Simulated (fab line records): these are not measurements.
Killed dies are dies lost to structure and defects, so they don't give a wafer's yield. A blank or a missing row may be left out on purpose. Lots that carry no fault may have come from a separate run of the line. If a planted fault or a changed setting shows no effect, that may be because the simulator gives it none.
A struck lot beside a sound one / flow gf180mcu / 20 steps out of a route of 602
Sound: the wafers L661.1, L661.4, L661.5. Struck: wafers L668.5, L668.6. (L668.3 of the same lot was not struck and is left out.) The cause comes at the end.
At each step with rows: each side's tool, then ch and its chambers, then its first start. Under that, the readings that differ: sound wafers / struck wafers / difference of the means / sigmas: that difference in standard deviations of wafers without a fault.
alike: a reading whose means differ by less than 2 such deviations, as well as words and numbers matching on both sides. not compared: withheld readings; readings where some wafer has no value; bounds like >300 that might hide an equal value; numbers whose values overlap and for which the record gives no deviation.
Wherever a step has rows on one side only, a row that says differs or no value, or a row with sigmas, the two part there. Numbers that don't overlap but have no deviation are shown without sigmas and don't part them. A reading that every wafer of one side lacks parts them only if that side has two wafers or more.

first, 1 step without rows for these wafers: GF_HV_LDD_DEVELOP_06 (develop time 60 s).
GF_HV_LDD_CD_MEAS_07: target cd 400 nm.
  sound: cd sem-01 at day 11 13:31; struck: cd sem-02 at day 13 07:31
  alike: cd nm
GF_HV_LDD_OVL_MEAS_08:
  sound: overlay-01 at day 11 13:38; struck: overlay-02 at day 13 07:37
  alike: HV_LDD_OVL
then, 1 step without rows for these wafers: GF_HV_LDD_IMPLANT_09.
GF_HV_LDD_STRIP_10: strips in O2/N2.
  sound on plasma asher-03 ch 0,1, day 11 13:50; struck on plasma asher-01 ch 0,1, day 13 07:49
  alike: drypump motor current A, heater power w, n2 flow sccm, oes product au, strip time to endpoint s
  not compared: rf hours counter h
GF_HV_LDD_TW_MEAS_11:
  sound: film metro-04 at day 11 13:56; struck: film metro-03 at day 13 07:55
  alike: HV_LDD_TW
then, 6 steps without rows for these wafers: GF_HV_LDD_DEHYDRATE_12 (time 60 s); GF_HV_LDD_HMDS_13 (prime time 60 s); GF_HV_LDD_COAT_14 (resist thk 1000 nm); GF_HV_LDD_SOFTBAKE_15 (time 60 s); GF_HV_LDD_EXPOSE_16 (exposes mask Pplus LV AREA, target cd 400 nm); GF_HV_LDD_PEB_17.
GF_HV_LDD_DEVELOP_18: develop time 60 s.
  sound on litho track-02 ch 0, day 12 08:11; struck on litho track-01 ch 0, day 14 03:36
GF_HV_LDD_CD_MEAS_19: target cd 400 nm.
  sound: cd sem-02 at day 12 08:20; struck: cd sem-02 at day 14 03:44
reading=cd nm (nm); sound=401.0 400.8 401.6; struck=- -; difference=no value on the struck wafers; sigmas=
GF_HV_LDD_OVL_MEAS_20:
  sound: overlay-01 at day 12 08:27; struck: overlay-02 at day 14 03:50
reading=HV_LDD_01_OVL (nm); sound=-0.2 -0.9 -0.4; struck=- -; difference=no value on the struck wafers; sigmas=
then, 1 step without rows for these wafers: GF_HV_LDD_IMPLANT_21.
GF_HV_LDD_STRIP_22: strips in O2/N2.
  sound on plasma asher-03 ch 0,1, day 12 08:38; struck on plasma asher-03 ch 0,1, day 14 04:02
  alike: drypump motor current A, heater power w, n2 flow sccm, oes product au, strip time to endpoint s
  not compared: rf hours counter h
GF_HV_LDD_TW_MEAS_23:
  sound: film metro-03 at day 12 08:44; struck: film metro-02 at day 14 04:08
reading=HV_LDD_2_TW; sound=1044 1039 1050; struck=30 30; difference=-1014; sigmas=-99 or more
then, 1 step without rows for these wafers: GF_HV_LDD_DEHYDRATE_24 (time 60 s).
-- the record jumps here: 18 days lie between the struck wafers' starts before and after (it left off in module HV_LDD and takes up again in module PASSIVATION, whose first step shown is number 602 of the route) --
GF_PASSIVATION_PROBE_99:
  only the struck wafers here have rows in the record (prober-02, day 32 05:22); the sound ones have none

WHERE THEY PART
At GF_HV_LDD_CD_MEAS_19 first; at GF_PASSIVATION_PROBE_99 last (within this record only).

WHY: what had been put in by the simulator
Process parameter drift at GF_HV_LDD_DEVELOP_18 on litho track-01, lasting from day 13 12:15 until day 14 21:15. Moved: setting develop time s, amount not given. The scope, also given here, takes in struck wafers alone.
